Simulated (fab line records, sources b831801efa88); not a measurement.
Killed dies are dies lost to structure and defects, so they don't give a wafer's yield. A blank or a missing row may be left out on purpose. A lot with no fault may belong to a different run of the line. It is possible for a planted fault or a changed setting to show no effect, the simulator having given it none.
Matching of chambers -- flow gf180mcu -- GF_V4_CMP_26 on cmp-02: 4 sister chambers
The step polishes, stops on SiO2, t overpolish 15 s, target thk 0 nm. 36 wafers are shown with their chamber, then 12 later ones without.

== EACH WAFER AND ITS CHAMBER ==
wafer,chamber,time-to-endpoint-s (s),overpolish-run-s (s),motor-current-A (A)
L077.2,1,81,15.002,9.9
L077.4,0,84,15.004,10.1
L077.6,1,83,14.999,10.8
L077.1,3,80,15.008,10.7
L077.3,2,80,15.011,10.8
L077.5,2,80,14.995,10.2
L079.2,2,83,15.001,10.6
L079.3,3,81,15.011,10.0
L079.5,0,83,15.012,10.7
L079.1,0,86,14.984,10.4
L079.4,1,87,14.990,9.9
L079.6,3,83,14.999,10.6
L080.1,0,88,15.001,10.7
L080.2,3,85,15.007,10.2
L080.3,2,84,15.008,10.6
L082.1,0,82,15.001,10.3
L082.4,2,80,14.999,10.1
L082.6,2,83,15.001,10.2
L083.1,3,81,14.994,10.3
L083.2,1,84,15.005,10.5
L083.6,2,80,14.996,10.5
L084.2,1,82,14.990,10.0
L084.4,2,82,14.985,10.1
L084.6,1,83,15.017,10.4
L086.1,3,79,14.994,10.0
L086.4,0,86,14.994,10.1
L086.6,2,82,15.008,10.5
L089.2,1,83,14.990,11.1
L089.3,3,81,14.992,10.7
L089.6,0,84,14.991,10.6
L089.1,0,85,14.983,10.0
L089.4,2,85,15.002,11.1
L089.5,3,81,14.991,10.6
L092.2,0,88,14.993,10.5
L092.5,2,85,15.008,9.7
L092.6,3,85,14.999,10.5

SIGNATURES (averages over the wafers above)
reading,chamber 0,chamber 1,chamber 2,chamber 3,scatter within a chamber
time-to-endpoint-s,85.11,83.29,82.18,81.78,2.03
overpolish-run-s,14.99589,14.99900,15.00127,14.99944,0.00857
motor-current-A,10.378,10.371,10.400,10.400,0.355
Rule: a wafer's distance from a chamber is the root of the sum, over the readings, of the square of ((its reading less the chamber's mean) divided by the reading's scatter). The wafer belongs to the nearest chamber; if the next one is less than 2 further off, it can't be placed. How the scatter is found: for the shown wafers, subtract from each reading the mean of its chamber, square and add these, divide the total by (wafers less chambers), then take the root.

== WAFERS WHOSE CHAMBER IS MISSING ==
wafer,time-to-endpoint-s (s),overpolish-run-s (s),motor-current-A (A)
L093.2,84,14.991,9.5
L093.3,82,14.995,10.4
L093.4,82,15.004,10.2
L094.2,83,14.990,10.6
L094.3,83,15.017,9.8
L094.6,84,14.996,10.1
L094.1,85,14.994,10.8
L094.4,83,15.004,10.7
L094.5,86,15.009,10.6
L097.1,86,15.010,10.0
L097.3,89,15.015,10.6
L097.4,86,14.997,11.3

== WHICH CHAMBER EACH WENT THROUGH ==
wafer,from the rows above,in truth
L093.2,can't be placed: 0 or 1 or 3 or 2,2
L093.3,can't be placed: 3 or 2 or 1 or 0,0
L093.4,can't be placed: 2 or 3 or 1 or 0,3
L094.2,can't be placed: 1 or 3 or 0 or 2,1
L094.3,can't be placed: 2 or 1 or 3 or 0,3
L094.6,can't be placed: 1 or 0 or 2 or 3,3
L094.1,can't be placed: 0 or 1 or 2 or 3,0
L094.4,can't be placed: 2 or 1 or 3 or 0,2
L094.5,can't be placed: 0 or 1 or 2 or 3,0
L097.1,can't be placed: 0 or 1 or 2 or 3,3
L097.3,can't be placed: 0 or 1 or 2 or 3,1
L097.4,can't be placed: 0 or 1 or 2 or 3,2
Placed correctly: 0 of 12. Not placeable from these rows: 12 (in 12, the candidates include the true chamber). Number placed wrongly: 0.
